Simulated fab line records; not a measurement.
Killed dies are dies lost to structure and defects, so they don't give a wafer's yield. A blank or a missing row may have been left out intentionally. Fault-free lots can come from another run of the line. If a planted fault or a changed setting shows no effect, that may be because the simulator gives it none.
Comparing a struck lot with a sound one	flow sky130	16 out of 708 route steps
Sound: the wafers L829.2, L829.3, L829.6. Struck: wafer L835.2 (L835.1, L835.4, from the same lot, were not struck and are left out); the cause is given at the end.
Order at every step that has rows: each side's tool, ch and its chambers, its first start. Under that, the readings that differ: sound wafers	struck wafers	difference of the means	sigmas: that difference in standard deviations of wafers without a fault.
alike: words and numbers the same on both sides, and readings whose means are apart by under 2 such deviations; not compared: readings that were withheld, readings missing a value for some wafer, numbers with overlapping values and no deviation given by the record, and bounds like >300 which may hide the same value.
Wherever a step has rows on one side only, a row that says differs or no value, or a row with sigmas, the two part there. Numbers that have no deviation but don't overlap get no sigmas and don't part them. A reading that every wafer of one side lacks parts them only if that side has two wafers or more.

first, 8 steps without rows for these wafers: SKY_METAL2_DEHYDRATE_07 (time 60 s); SKY_METAL2_HMDS_08 (prime time 60 s); SKY_METAL2_COAT_09 (resist thk 60 nm); SKY_METAL2_COAT_10 (resist thk 450 nm); SKY_METAL2_SOFTBAKE_11 (time 90 s); SKY_METAL2_EXPOSE_12 (exposes mask MM2, target cd 140 nm); SKY_METAL2_PEB_13; SKY_METAL2_DEVELOP_14 (develop time 60 s).
SKY_METAL2_CD_MEAS_15: the cd target is 140 nm.
  struck on cdSem-01, day 37 07:18; sound on cdSem-02, day 34 22:02
  alike: cdNm
SKY_METAL2_OVL_MEAS_16:
  struck on overlay-01, day 37 07:25; sound on overlay-01, day 34 22:08
  alike: METAL2_OVL
SKY_METAL2_DESCUM_17: chemistry O2, time 8 s.
  sound on rieMetal-04 ch 0,1, day 34 22:10; struck on rieMetal-04 ch 0, day 37 07:27
  alike: drypumpMotorCurrentA, oesProductAu
  not compared: rfHoursCounterH
SKY_METAL2_ETCH_18: etches BARC in N2/H2, stops on SiO2, time 45.9 s, target depth 60 nm.
  sound on rieMetal-04 ch 0,1, day 34 22:12; struck on rieMetal-04 ch 0, day 37 07:29
reading	sound	struck	difference	sigmas
biasW (W)	99.8 100.1 100.1	100.7	+0.7	+2
  alike: drypumpMotorCurrentA, h2FlowSccm, oesProductAu, throttleValvePct
  not compared: rfHoursCounterH
SKY_METAL2_METAL_ETCH_19: etches the open film in Cl2/BCl3, stops on SiO2, target depth 360 nm, time 78 s.
  sound on rieMetal-04 ch 0,1, day 34 22:16; struck on rieMetal-04 ch 0, day 37 07:33
reading	sound	struck	difference	sigmas
biasW (W)	48.39 48.43 48.32	59.58	+11.20	+80
model.KrF-thick_of_METAL2_COAT_10.thkNm (nm)	161.8 165 163.4	137.6	-25.8	
model.SiO2_of_VIA1_HDPCVD_00.thkNm (nm)	331.4 331.2 331.6	329.6	-1.8	
  alike: drypumpMotorCurrentA, oesProductAu, throttleValvePct
  not compared: rfHoursCounterH
SKY_METAL2_STRIP_20: strips in O2/N2.
  sound on plasmaAsher-02 ch 1, day 34 22:21; struck on plasmaAsher-02 ch 1, day 37 07:38
reading	sound	struck	difference	sigmas
oesProductAu (a.u.)	0.347 0.350 0.348	0.332	-0.016	-4
stripTimeToEndpointS (s)	2.72 2.78 2.75	2.46	-0.29	-8
  alike: drypumpMotorCurrentA
  not compared: rfHoursCounterH
then, 1 step without rows for these wafers: SKY_METAL2_STRIP_21 (strips in post etch residue remover, time 1200 s).
-- the record jumps here: 10 days lie between the struck wafers' starts before and after (it left off in module METAL2 and takes up again in module PAD_OPEN, whose first step shown is number 708 of the route) --
SKY_PAD_OPEN_PROBE_99:
  rows exist in the record for the struck wafers here (prober-02, day 47 13:43), but not for the sound ones

WHERE THEY PART
At SKY_METAL2_ETCH_18 first; at SKY_PAD_OPEN_PROBE_99 last (within this record only).

WHY: whatever the simulator had introduced
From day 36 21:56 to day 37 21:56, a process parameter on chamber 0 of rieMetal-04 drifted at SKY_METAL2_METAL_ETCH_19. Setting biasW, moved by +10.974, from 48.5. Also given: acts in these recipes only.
